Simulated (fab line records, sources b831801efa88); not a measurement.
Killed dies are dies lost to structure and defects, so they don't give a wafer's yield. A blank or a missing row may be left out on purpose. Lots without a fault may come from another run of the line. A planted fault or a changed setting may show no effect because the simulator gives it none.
fab line records | flow sky130
record lots=24 wafers=72 last_day=52
route steps=708 shown VIA1@471 METAL2@485 METAL3@569 VIA3@576
lots that met no fault: from a run of the same line without faults
start_h: hours from the record's first day to the start of the lot's first wafer shown | wait_h: hours since the lot's step before | " the same as in the row above | L1.1+2: a row that stands for several wafers | - no value, or no start given | * or withheld: withheld | < > ~ a bound
route shown NAME@n: a module of which the file shows steps, and the number in the route of the first | usual: mean/standard deviation of fault-free wafers | same: alike in all rows | chamber/n: place in a boat | sites: the reading at each site | _std_site: their standard deviation | _edge_site: outer sites' mean less inner sites' | radius_mm: how far each site lies from the wafer's centre | mask NAME#n: copy n | behind: the tool/chamber that last shaped the wafer | hold: why the lot was held/for how many hours/how that ended | device: the transistor (n, p or np) that didn't switch | end of line: the same wafers' tests at the end of the route | a step without rows: its recipe alone | killed: dies lost to structure and defects at the first sort, not the wafer's yield | map: a wafer's dies, x killed, . not, _ none there
set.NAME: the setting as run; set.NAME@STEP: as run at that earlier step | model.NAME: the simulator's own value behind a step, which no gauge read
steps of the route over a sample of lots; a table a step, a row a wafer
services: from which hour (start_h, from the record's first day; less than 0 if before it) a tool's chamber was out of use, for how many hours, and why
## steps
# step SKY_VIA1_OVL_MEAS_13
# usual VIA1_OVL=-4/4.6
# columns lot.wafer tool chamber start_h wait_h VIA1_OVL[nm]
L074.1 overlay-01 - 815.86 0.1 -9
L074.4 " - " " -3
L074.5 " - " " -7
L075.2 overlay-01 - 821.03 0.1 -1
L075.3 " - " " -8
L075.4 " - " " -8
L076.4 overlay-01 - 839.43 0.1 -4
L076.5 " - " " 1
L076.6 " - " " -7
L077.3 overlay-02 - 855.18 0.1 -4
L077.4 " - " " -3
L077.6 " - " " 9
L078.4 overlay-02 - 861.68 0.1 -4
L078.5 " - " " -3
L078.6 " - " " -5
L079.1 overlay-02 - 867.56 0.1 -12
L079.3 " - " " -13
L079.4 " - " " -7
L080.1 overlay-02 - 874.36 0.1 -9
L080.2 " - " " -17
L080.5 " - " " -8
L081.1 overlay-01 - 882.02 0.1 -4
L081.2 " - " " -10
L081.6 " - " " -5
L082.1 overlay-02 - 887.66 0.1 -1
L082.2 " - " " 0
L082.5 " - " " 1
L083.1 overlay-01 - 900.42 0.1 -11
L083.5 " - " " -7
L083.6 " - " " -3
L084.1 overlay-01 - 906.06 0.1 -1
L084.3 " - " " -2
L084.5 " - " " 0
L085.1 overlay-02 - 919.96 0.1 3
L085.3 " - " " 2
L085.4 " - " " -4
L086.2 overlay-02 - 922.22 0.1 -7
L086.3 " - " " -4
L086.4 " - " " -10
L087.4 overlay-02 - 934.03 0.1 0
L087.5 " - " " -4
L087.6 " - " " -3
L088.1 overlay-01 - 939.16 0.1 1
L088.2 " - " " -3
L088.5 " - " " 3
L089.1 overlay-01 - 943.81 0.1 0
L089.4 " - " " -2
L089.6 " - " " -9
L090.1 overlay-02 - 957.41 0.1 -6
L090.2 " - " " -7
L090.6 " - " " -10
L091.1 overlay-02 - 970.06 0.1 -7
L091.2 " - " " 7
L091.5 " - " " -8
L093.1 overlay-01 - 978.11 0.1 -7
L093.2 " - " " -7
L093.5 " - " " -5
L092.2 overlay-02 - 979.92 0.1 -3
L092.4 " - " " -6
L092.5 " - " " -1
L094.1 overlay-02 - 984.57 0.1 5
L094.4 " - " " -7
L094.5 " - " " -2
L095.2 overlay-01 - 992.72 0.1 -10
L095.3 " - " " -1
L095.6 " - " " -2
L096.2 overlay-01 - 998.07 0.1 -13
L096.3 " - " " -12
L096.6 " - " " -6
L097.1 overlay-02 - 1002.52 0.1 7
L097.3 " - " " -4
L097.6 " - " " -1
# step SKY_METAL2_SPUTTER_02
# recipe material=AlCu target_thk_nm=250 power_w=10600 time_s=12.89 chamber_pressure_pa=0.4
# usual cathode_dc_power_W=10600/2 throttle_valve_pct=30.3/1.2
# columns lot.wafer tool chamber start_h wait_h cathode_dc_power_W throttle_valve_pct
L074.1 pvd_sputter-02 - 817.30 0.0 10599 30.9
L074.4 " - " " 10598 29.4
L074.5 " - " " 10599 30.5
L075.2 pvd_sputter-02 - 822.42 0.0 10597 30.6
L075.3 " - " " 10601 32.5
L075.4 " - " " 10601 31.0
L076.4 pvd_sputter-03 - 840.88 0.0 10600 30.7
L076.5 " - " " 10598 27.6
L076.6 " - " " 10599 30.7
L077.3 pvd_sputter-04 - 856.57 0.0 10599 31.2
L077.4 " - " " 10596 29.4
L077.6 " - " " 10601 29.7
L078.4 pvd_sputter-03 - 863.07 0.0 10601 30.7
L078.5 " - " " 10599 30.2
L078.6 " - " " 10601 30.8
L079.1 pvd_sputter-03 - 868.97 0.0 10602 27.8
L079.3 " - " " 10602 30.7
L079.4 " - " " 10599 30.7
L080.1 pvd_sputter-03 - 876.30 0.0 10598 30.9
L080.2 " - " " 10602 30.0
L080.5 " - " " 10600 30.9
L081.1 pvd_sputter-02 - 883.42 0.0 10599 32.2
L081.2 " - " " 10600 31.2
L081.6 " - " " 10603 32.3
L082.1 pvd_sputter-03 - 889.08 0.0 10603 30.7
L082.2 " - " " 10604 30.8
L082.5 " - " " 10598 30.7
L083.1 pvd_sputter-03 - 901.98 0.0 10600 30.0
L083.5 " - " " 10603 30.1
L083.6 " - " " 10600 30.9
L084.1 pvd_sputter-04 - 907.47 0.0 10600 29.7
L084.3 " - " " 10603 31.0
L084.5 " - " " 10601 29.5
L085.1 pvd_sputter-02 - 921.40 0.0 10599 29.3
L085.3 " - " " 10597 30.8
L085.4 " - " " 10602 32.2
L086.2 pvd_sputter-02 - 923.62 0.0 10600 29.6
L086.3 " - " " 10600 32.2
L086.4 " - " " 10600 30.9
L087.4 pvd_sputter-04 - 935.42 0.0 10600 31.3
L087.5 " - " " 10599 30.5
L087.6 " - " " 10595 29.7
L088.1 pvd_sputter-02 - 940.66 0.0 10601 32.3
L088.2 " - " " 10597 31.0
L088.5 " - " " 10603 32.1
L089.1 pvd_sputter-03 - 945.26 0.0 10600 31.1
L089.4 " - " " 10598 27.8
L089.6 " - " " 10602 30.9
L090.1 pvd_sputter-04 - 958.81 0.0 10600 31.2
L090.2 " - " " 10600 29.7
L090.6 " - " " 10599 31.3
L091.1 pvd_sputter-04 - 971.46 0.0 10600 30.3
L091.2 " - " " 10609 29.9
L091.5 " - " " 10600 29.5
L093.1 pvd_sputter-03 - 979.51 0.0 10601 30.8
L093.2 " - " " 10600 30.0
L093.5 " - " " 10602 30.6
L092.2 pvd_sputter-03 - 981.31 0.0 10600 27.8
L092.4 " - " " 10600 30.0
L092.5 " - " " 10598 27.8
L094.1 pvd_sputter-02 - 985.97 0.0 10601 31.1
L094.4 " - " " 10599 31.2
L094.5 " - " " 10598 29.7
L095.2 pvd_sputter-04 - 994.22 0.0 10600 29.5
L095.3 " - " " 10600 30.4
L095.6 " - " " 10600 29.5
L096.2 pvd_sputter-02 - 999.46 0.0 10602 29.3
L096.3 " - " " 10596 31.4
L096.6 " - " " 10602 31.3
L097.1 pvd_sputter-03 - 1003.92 0.0 10600 30.0
L097.3 " - " " 10599 27.7
L097.6 " - " " 10599 30.9
# step SKY_METAL2_METAL_ETCH_19
# recipe target_depth_a=3600 stop_on=SiO2 over_etch_frac=0.3 time_s=78 chemistry=Cl2/BCl3 resist_sidewall_deg=88 pressure_mtorr=10 icp_w=900 bias_w=48.5 Cl2_flow_sccm=60 bcl3_flow_sccm=30
# usual chamber_pressure_mTorr=10.000/0.0096 drypump_motor_current_A=5.9/0.45 oes_product_au=0.851/0.011 throttle_valve_pct=22.265/0.0098
# columns lot.wafer tool chamber start_h wait_h chamber_pressure_mTorr drypump_motor_current_A oes_product_au rf_hours_counter_h throttle_valve_pct
L074.1 rie_metal-01 1 846.84 0.0 10.000 6.1 0.849 10 22.253
L074.4 " 1 " " 10.014 6.1 0.870 - 22.256
L074.5 " 1 " " 10.001 6.1 0.865 - 22.272
L075.2 rie_metal-01 1 851.39 0.0 9.976 6.1 0.853 10 22.251
L075.3 " 0 " " 9.996 5.2 0.845 - 22.258
L075.4 " 1 " " 9.994 6.0 0.855 - 22.275
L076.4 rie_metal-01 1 870.77 0.1 9.992 6.1 0.839 - 22.256
L076.5 " 1 " " 9.992 6.1 0.839 - 22.272
L076.6 " 0 " " 10.004 5.2 0.845 - 22.271
L077.3 rie_metal-01 0 885.62 0.1 10.001 5.2 0.844 - 22.251
L077.4 " 1 " " 10.006 6.1 0.847 - 22.272
L077.6 " 1 " " 9.992 6.1 0.845 - 22.273
L078.4 rie_metal-04 1 892.67 0.1 9.996 5.7 0.865 - 22.262
L078.5 " 1 " " 10.011 5.7 0.869 - 22.253
L078.6 " 0 " " 9.976 6.2 0.839 - 22.250
L079.1 rie_metal-01 1 898.34 0.0 9.995 6.1 0.858 12 22.263
L079.3 " 1 " " 9.997 6.1 0.852 - 22.274
L079.4 " 0 " " 9.994 5.2 0.848 - 22.280
L080.1 rie_metal-01 1 905.69 0.0 10.007 6.1 0.837 13 22.270
L080.2 " 0 " " 9.987 5.2 0.838 9 22.258
L080.5 " 1 " " 9.998 6.1 0.851 - 22.269
L081.1 rie_metal-03 0 913.09 0.0 10.002 5.9 0.845 16 22.247
L081.2 " 1 " " 9.991 6.6 0.850 11 22.258
L081.6 " 1 " " 10.005 6.6 0.841 - 22.249
L082.1 rie_metal-01 1 918.69 0.0 10.001 6.1 0.852 13 22.259
L082.2 " 0 " " 10.002 5.2 0.867 9 22.261
L082.5 " 0 " " 9.992 5.2 0.844 - 22.258
L083.1 rie_metal-03 1 931.98 0.1 10.002 6.6 0.845 11 22.273
L083.5 " 0 " " 9.987 5.9 0.867 - 22.261
L083.6 " 1 " " 10.015 6.6 0.869 - 22.262
L084.1 rie_metal-03 0 936.39 0.0 10.000 5.9 0.845 18 22.286
L084.3 " 1 " " 10.004 6.6 0.849 - 22.271
L084.5 " 0 " " 10.021 5.9 0.842 - 22.276
L085.1 rie_metal-01 1 950.59 0.0 10.004 6.1 0.845 14 22.260
L085.3 " 0 " " 9.981 5.2 0.838 - 22.279
L085.4 " 1 " " 10.000 6.0 0.865 - 22.267
L086.2 rie_metal-01 1 952.49 0.0 9.992 6.1 0.839 14 22.275
L086.3 " 1 " " 9.995 6.1 0.872 - 22.284
L086.4 " 0 " " 10.007 5.2 0.863 - 22.264
L087.4 rie_metal-03 1 963.32 0.1 10.003 6.6 0.843 - 22.273
L087.5 " 0 " " 9.998 5.9 0.838 - 22.263
L087.6 " 1 " " 10.019 6.6 0.854 - 22.253
L088.1 rie_metal-03 1 968.74 0.0 10.006 6.6 0.865 13 22.263
L088.2 " 0 " " 9.990 5.9 0.872 19 22.254
L088.5 " 0 " " 10.014 5.9 0.864 - 22.270
L089.1 rie_metal-03 1 973.04 0.0 10.009 6.6 0.845 13 22.265
L089.4 " 1 " " 9.995 6.6 0.845 - 22.262
L089.6 " 0 " " 9.984 5.9 0.847 - 22.270
L090.1 rie_metal-04 0 986.09 0.0 9.990 6.2 0.842 10 22.250
L090.2 " 1 " " 9.998 5.7 0.849 17 22.271
L090.6 " 0 " " 10.009 6.2 0.845 - 22.250
L091.1 rie_metal-04 1 997.29 0.0 10.002 5.7 0.837 18 22.293
L091.2 " 0 " " 10.009 6.2 0.846 11 22.272
L091.5 " 1 " " 10.020 5.7 0.842 - 22.280
L093.1 rie_metal-01 1 1004.59 0.0 10.007 6.1 0.853 17 22.265
L093.2 " 0 " " 9.999 5.2 0.840 13 22.255
L093.5 " 1 " " 10.021 6.1 0.847 - 22.263
L092.2 rie_metal-01 0 1005.84 0.0 9.998 5.2 0.866 13 22.261
L092.4 " 1 " " 9.999 6.1 0.845 - 22.254
L092.5 " 1 " " 10.008 6.1 0.871 - 22.254
L094.1 rie_metal-04 0 1010.34 0.0 10.003 6.2 0.864 12 22.269
L094.4 " 1 " " 10.013 5.7 0.845 - 22.257
L094.5 " 0 " " 10.014 6.2 0.845 - 22.255
L095.2 rie_metal-01 1 1018.49 0.0 10.005 6.1 0.846 18 22.269
L095.3 " 0 " " 9.999 5.2 0.854 - 22.256
L095.6 " 0 " " 10.004 5.2 0.854 - 22.263
L096.2 rie_metal-04 0 1023.39 0.0 9.984 6.1 0.850 12 22.255
L096.3 " 0 " " 10.014 6.2 0.857 - 22.264
L096.6 " 1 " " 9.993 5.7 0.856 - 22.256
L097.1 rie_metal-04 1 1028.19 0.0 9.985 5.7 0.854 20 22.275
L097.3 " 0 " " 10.003 6.2 0.848 - 22.273
L097.6 " 1 " " 10.003 5.7 0.845 - 22.259
# step SKY_METAL3_STRIP_19
# recipe chemistry=O2/N2 power_w=1400 pressure_mtorr=1500 platen_temp_c=withheld o2_flow_sccm=3000 n2_flow_sccm=300 overash_fraction=0.5
# usual chamber_pressure_mTorr=1500.0/1.3 drypump_motor_current_A=5.9/0.55 oes_product_au=0.501/0.0056 strip_time_to_endpoint_s=6.51/0.086
# columns lot.wafer tool chamber start_h wait_h chamber_pressure_mTorr drypump_motor_current_A oes_product_au rf_hours_counter_h strip_time_to_endpoint_s
L074.1 plasma_asher-01 1 937.03 0.1 1498.2 6.0 0.497 107 6.54
L074.4 " 0 " " 1499.9 5.8 0.499 - 6.45
L074.5 " 0 " " 1501.8 5.8 0.493 - 6.46
L075.2 plasma_asher-03 0 941.33 0.1 1502.3 5.0 0.503 49 6.44
L075.3 " 0 " " 1501.2 5.0 0.505 - 6.45
L075.4 " 1 " " 1501.4 6.7 0.495 - 6.44
L076.4 plasma_asher-03 0 962.26 0.1 1500.1 5.0 0.493 - 6.45
L076.5 " 1 " " 1500.3 6.7 0.507 - 6.45
L076.6 " 0 " " 1500.5 5.0 0.508 - 6.61
L077.3 plasma_asher-03 0 974.97 0.1 1498.7 5.0 0.507 - 6.58
L077.4 " 1 " " 1498.9 6.7 0.504 - 6.42
L077.6 " 0 " " 1502.6 5.0 0.500 - 6.44
L078.4 plasma_asher-03 0 981.51 0.1 1498.0 5.0 0.503 - 6.61
L078.5 " 0 " " 1499.5 5.0 0.510 - 6.59
L078.6 " 1 " " 1500.6 6.6 0.504 - 6.64
L079.1 plasma_asher-03 0 987.03 0.1 1500.0 5.0 0.505 54 6.61
L079.3 " 0 " " 1499.6 5.0 0.495 - 6.46
L079.4 " 1 " " 1500.3 6.6 0.492 - 6.47
L080.1 plasma_asher-01 0 991.73 0.1 1500.0 5.8 0.507 113 6.57
L080.2 " 1 " " 1501.2 6.0 0.498 113 6.63
L080.5 " 0 " " 1499.0 5.8 0.509 - 6.59
L081.1 plasma_asher-04 1 999.58 0.1 1502.3 5.7 0.503 89 6.64
L081.2 " 0 " " 1499.9 6.0 0.505 89 6.59
L081.6 " 1 " " 1499.3 5.7 0.499 - 6.57
L082.1 plasma_asher-03 1 1002.53 0.1 1503.1 6.7 0.507 56 6.59
L082.2 " 0 " " 1500.7 5.0 0.511 56 6.49
L082.5 " 1 " " 1499.0 6.7 0.503 - 6.57
L083.1 plasma_asher-03 0 1014.38 0.1 1501.0 5.0 0.501 57 6.35
L083.5 " 1 " " 1499.6 6.7 0.500 - 6.52
L083.6 " 0 " " 1500.6 5.0 0.499 - 6.45
L084.1 plasma_asher-01 1 1017.48 0.1 1500.9 6.0 0.498 116 6.58
L084.3 " 0 " " 1500.4 5.8 0.508 - 6.60
L084.5 " 1 " " 1500.8 6.1 0.505 - 6.71
L085.1 plasma_asher-01 0 1029.80 0.1 1502.5 5.8 0.495 117 6.44
L085.3 " 0 " " 1500.1 5.8 0.502 - 6.54
L085.4 " 1 " " 1501.8 6.0 0.498 - 6.48
L086.2 plasma_asher-01 1 1030.43 0.1 1498.4 6.0 0.504 117 6.61
L086.3 " 1 " " 1502.2 6.0 0.499 - 6.68
L086.4 " 0 " " 1500.6 5.8 0.505 - 6.57
L087.4 plasma_asher-04 0 1040.81 0.1 1498.0 6.1 0.504 - 6.55
L087.5 " 1 " " 1501.3 5.7 0.506 - 6.56
L087.6 " 0 " " 1500.9 6.0 0.502 - 6.48
L088.1 plasma_asher-04 0 1044.73 0.1 1498.7 6.0 0.496 94 6.50
L088.2 " 1 " " 1500.8 5.7 0.494 94 6.33
L088.5 " 0 " " 1501.3 6.1 0.488 - 6.34
L089.1 plasma_asher-04 1 1050.18 0.1 1498.7 5.7 0.499 94 6.41
L089.4 " 0 " " 1500.8 6.0 0.497 - 6.47
L089.6 " 1 " " 1497.4 5.7 0.495 - 6.41
L090.1 plasma_asher-03 1 1060.18 0.1 1500.7 6.7 0.500 61 6.49
L090.2 " 0 " " 1500.4 5.0 0.505 61 6.41
L090.6 " 0 " " 1502.9 4.9 0.500 - 6.51
L091.1 plasma_asher-04 0 1071.31 0.1 1500.3 6.0 0.504 97 6.57
L091.2 " 1 " " 1500.1 5.7 0.493 97 6.50
L091.5 " 1 " " 1501.4 5.7 0.504 - 6.42
L093.1 plasma_asher-04 0 1077.63 0.1 1498.4 6.1 0.495 97 6.46
L093.2 " 1 " " 1500.3 5.7 0.496 97 6.63
L093.5 " 1 " " 1498.9 5.7 0.500 - 6.46
L092.2 plasma_asher-01 1 1080.88 0.1 1501.8 6.0 0.492 2 6.41
L092.4 " 1 " " 1500.7 6.0 0.497 - 6.49
L092.5 " 1 " " 1499.9 6.0 0.493 - 6.39
L094.1 plasma_asher-03 1 1084.43 0.1 1500.8 6.7 0.494 64 6.60
L094.4 " 1 " " 1498.6 6.7 0.500 - 6.43
L094.5 " 0 " " 1500.1 5.0 0.496 - 6.49
L095.2 plasma_asher-03 0 1092.53 0.1 1501.4 5.0 0.502 65 6.57
L095.3 " 1 " " 1500.6 6.7 0.500 - 6.56
L095.6 " 1 " " 1501.9 6.7 0.507 - 6.53
L096.2 plasma_asher-04 1 1095.68 0.1 1498.5 5.7 0.511 99 6.57
L096.3 " 1 " " 1499.4 5.7 0.501 - 6.57
L096.6 " 0 " " 1499.0 6.0 0.508 - 6.64
L097.1 plasma_asher-01 1 1099.48 0.1 1500.8 6.0 0.489 3 6.33
L097.3 " 1 " " 1499.1 6.0 0.506 - 6.43
L097.6 " 1 " " 1500.1 6.0 0.503 - 6.51
# step SKY_VIA3_BOW_MEAS_03
# recipe mode=bow
# usual VIA3_BOW=80/7.7
# columns lot.wafer tool chamber start_h wait_h VIA3_BOW[um]
L074.1 film_metro-04 - 938.21 0.1 79
L074.4 " - " " 82
L074.5 " - " " 82
L075.2 film_metro-01 - 942.48 0.3 73
L075.3 " - " " 89
L075.4 " - " " 80
L076.4 film_metro-04 - 963.43 0.3 67
L076.5 " - " " 80
L076.6 " - " " 89
L077.3 film_metro-04 - 976.09 0.2 78
L077.4 " - " " 85
L077.6 " - " " 89
L078.4 film_metro-04 - 982.66 0.2 86
L078.5 " - " " 74
L078.6 " - " " 83
L079.1 film_metro-04 - 988.20 0.1 79
L079.3 " - " " 92
L079.4 " - " " 79
L080.1 film_metro-04 - 992.86 0.2 92
L080.2 " - " " 84
L080.5 " - " " 76
L081.1 film_metro-02 - 1000.70 0.2 83
L081.2 " - " " 80
L081.6 " - " " 71
L082.1 film_metro-01 - 1003.65 0.2 67
L082.2 " - " " 63
L082.5 " - " " 79
L083.1 film_metro-02 - 1015.50 0.2 61
L083.5 " - " " 82
L083.6 " - " " 69
L084.1 film_metro-02 - 1018.96 0.1 89
L084.3 " - " " 80
L084.5 " - " " 85
L085.1 film_metro-02 - 1030.97 0.1 75
L085.3 " - " " 79
L085.4 " - " " 68
L086.2 film_metro-02 - 1031.59 0.2 87
L086.3 " - " " 72
L086.4 " - " " 82
L087.4 film_metro-02 - 1041.99 0.2 82
L087.5 " - " " 91
L087.6 " - " " 71
L088.1 film_metro-04 - 1045.88 0.1 86
L088.2 " - " " 76
L088.5 " - " " 70
L089.1 film_metro-02 - 1051.38 0.2 83
L089.4 " - " " 81
L089.6 " - " " 84
L090.1 film_metro-04 - 1061.30 0.2 83
L090.2 " - " " 80
L090.6 " - " " 78
L091.1 film_metro-02 - 1072.49 0.1 80
L091.2 " - " " 83
L091.5 " - " " 77
L093.1 film_metro-01 - 1078.80 0.2 102
L093.2 " - " " 77
L093.5 " - " " 88
L092.2 film_metro-02 - 1082.06 0.2 74
L092.4 " - " " 79
L092.5 " - " " 72
L094.1 film_metro-01 - 1085.56 0.1 80
L094.4 " - " " 90
L094.5 " - " " 77
L095.2 film_metro-04 - 1093.74 0.1 80
L095.3 " - " " 79
L095.6 " - " " 83
L096.2 film_metro-04 - 1096.83 0.3 77
L096.3 " - " " 78
L096.6 " - " " 87
L097.1 film_metro-02 - 1100.60 0.2 80
L097.3 " - " " 94
L097.6 " - " " 87
# step SKY_VIA3_OVL_MEAS_13
# usual VIA3_OVL=-4/5.5
# columns lot.wafer tool chamber start_h wait_h VIA3_OVL[nm]
L074.1 overlay-01 - 966.16 0.1 -9
L074.4 " - " " 2
L074.5 " - " " -5
L075.2 overlay-02 - 970.42 0.1 -2
L075.3 " - " " -3
L075.4 " - " " -4
L076.4 overlay-02 - 989.63 0.1 1
L076.5 " - " " 3
L076.6 " - " " -3
L077.3 overlay-02 - 1001.28 0.1 -10
L077.4 " - " " -10
L077.6 " - " " -10
L078.4 overlay-02 - 1007.28 0.1 -11
L078.5 " - " " -5
L078.6 " - " " -12
L079.1 overlay-02 - 1012.81 0.1 -5
L079.3 " - " " -11
L079.4 " - " " -3
L080.1 overlay-01 - 1016.76 0.1 -1
L080.2 " - " " -5
L080.5 " - " " 0
L081.1 overlay-02 - 1025.41 0.1 -12
L081.2 " - " " -13
L081.6 " - " " -12
L082.1 overlay-01 - 1027.81 0.1 -4
L082.2 " - " " -9
L082.5 " - " " -10
L083.1 overlay-02 - 1039.26 0.1 0
L083.5 " - " " -3
L083.6 " - " " -1
L084.1 overlay-02 - 1042.11 0.1 -4
L084.3 " - " " -5
L084.5 " - " " -9
L085.1 overlay-01 - 1053.86 0.1 6
L085.3 " - " " 5
L085.4 " - " " 3
L086.2 overlay-02 - 1054.97 0.1 -3
L086.3 " - " " -6
L086.4 " - " " -1
L087.4 overlay-02 - 1064.98 0.1 -3
L087.5 " - " " 4
L087.6 " - " " -2
L088.1 overlay-01 - 1069.16 0.1 -2
L088.2 " - " " 0
L088.5 " - " " 7
L089.1 overlay-02 - 1074.56 0.1 10
L089.4 " - " " 7
L089.6 " - " " 6
L090.1 overlay-01 - 1084.46 0.1 -7
L090.2 " - " " -11
L090.6 " - " " -7
L091.1 overlay-01 - 1094.31 0.1 -5
L091.2 " - " " -8
L091.5 " - " " -4
L093.1 overlay-02 - 1100.56 0.1 -1
L093.2 " - " " 2
L093.5 " - " " -6
L092.2 overlay-01 - 1103.67 0.1 -8
L092.4 " - " " -2
L092.5 " - " " -4
L094.1 overlay-02 - 1107.86 0.1 -8
L094.4 " - " " -10
L094.5 " - " " -5
L095.2 overlay-01 - 1115.02 0.1 1
L095.3 " - " " 0
L095.6 " - " " 0
L096.2 overlay-01 - 1118.27 0.1 -11
L096.3 " - " " 1
L096.6 " - " " -9
L097.1 overlay-01 - 1122.04 0.1 -13
L097.3 " - " " -3
L097.6 " - " " -5
## services
# columns tool chamber start_h hours kind
pvd_sputter-03 - 800.62 10.2 repair
plasma_asher-04 - 827.93 1.5 repair
pvd_sputter-02 - 837.30 2.5 repair
plasma_asher-04 - 848.35 1.7 repair
pvd_sputter-04 - 857.28 1.5 repair
pvd_sputter-04 - 888.79 5.0 repair
rie_metal-01 - 903.07 1.0 repair
plasma_asher-04 - 905.92 4.2 repair
plasma_asher-04 - 926.29 2.8 pm
rie_metal-01 0 929.13 2.9 repair
plasma_asher-03 - 930.40 8.7 repair
pvd_sputter-04 - 951.74 1.5 repair
rie_metal-04 - 984.08 0.1 repair
pvd_sputter-03 - 995.65 5.8 repair
pvd_sputter-03 - 1008.55 3.4 repair
plasma_asher-03 - 1023.54 6.3 repair
plasma_asher-04 - 1030.15 1.7 repair
plasma_asher-01 - 1036.72 10.0 repair
plasma_asher-01 - 1055.25 9.0 pm
plasma_asher-01 - 1058.69 0.6 repair
rie_metal-01 1 1068.93 4.2 repair
plasma_asher-04 - 1074.71 1.3 repair
rie_metal-01 - 1089.03 4.3 pm
plasma_asher-04 - 1096.97 0.4 repair
## key
fault none
